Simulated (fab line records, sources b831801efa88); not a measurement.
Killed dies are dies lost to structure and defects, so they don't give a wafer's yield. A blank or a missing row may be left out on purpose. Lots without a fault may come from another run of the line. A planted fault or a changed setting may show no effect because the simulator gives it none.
Which tool did it? | flow gf180mcu | 7 lots, 21 wafers sampled, at 2 steps of a route of 602

WHAT THE GAUGES READ, wafer by wafer
GF_POLY_GATE_THK_MEAS_01.
lot  | measured     | on            | POLY_GATE_CVD_00_THK (nm)
L429 | day 8 19:41  | film_metro-01 | 197.9 198.6 197.9
L431 | day 9 19:36  | film_metro-03 | 198.5 200.3 200.6
L433 | day 10 00:38 | film_metro-02 | 197.5 198.5 198.9
L436 | day 10 19:49 | film_metro-01 | 200.9 201.7 200.9
L440 | day 12 04:27 | film_metro-02 | 268.2 267.1 265.7
L447 | day 14 10:47 | film_metro-03 | 198.5 201.0 200.2
L451 | day 15 15:19 | film_metro-02 | 199.1 200.7 199.7

WHICH TOOL RAN EACH LOT (tool, then ch and the chambers of the sampled wafers, then the start)
lot  | GF_POLY_GATE_CVD_00
L429 | lpcvd-02 ch 0, day 8 18:20
L431 | lpcvd-02 ch 0, day 9 18:16
L433 | lpcvd-02 ch 0, day 9 23:19
L436 | lpcvd-02 ch 0, day 10 18:29
L440 | lpcvd-02 ch 1, day 12 03:07
L447 | lpcvd-01 ch 1, day 14 09:27
L451 | lpcvd-02 ch 1, day 15 13:59
- GF_POLY_GATE_CVD_00: deposits poly-Si, target thk 200 nm, time 1200 s.

THE ANSWER, worked out from the rows above alone
Rule: what is usual is taken from the lots themselves. Put in order of their means at a reading, lots are off if they are a third of the lots or fewer, leave a main group of 4 or more, and stand apart from it by a gap of 3 or more times the standard deviation of the main group's means; of several such gaps the widest counts. A main group whose means are all the same, to the digits that the tables above print for the reading, isn't used. A lot without any number at a reading at which 4 lots or more have one is off too. The other lots that the step has rows for count as sound.
Off: L440, at GF_POLY_GATE_THK_MEAS_01 (POLY_GATE_CVD_00_THK). The main group: mean 199.5 nm, standard deviation 1.
A tool fits if, at a process step before that reading, it ran every lot that is off, and no sound lot after the first of them. The gauges at GF_POLY_GATE_THK_MEAS_01 are tried like those tools. None of those tried fits.

WHAT THE SIMULATOR HAD PUT IN
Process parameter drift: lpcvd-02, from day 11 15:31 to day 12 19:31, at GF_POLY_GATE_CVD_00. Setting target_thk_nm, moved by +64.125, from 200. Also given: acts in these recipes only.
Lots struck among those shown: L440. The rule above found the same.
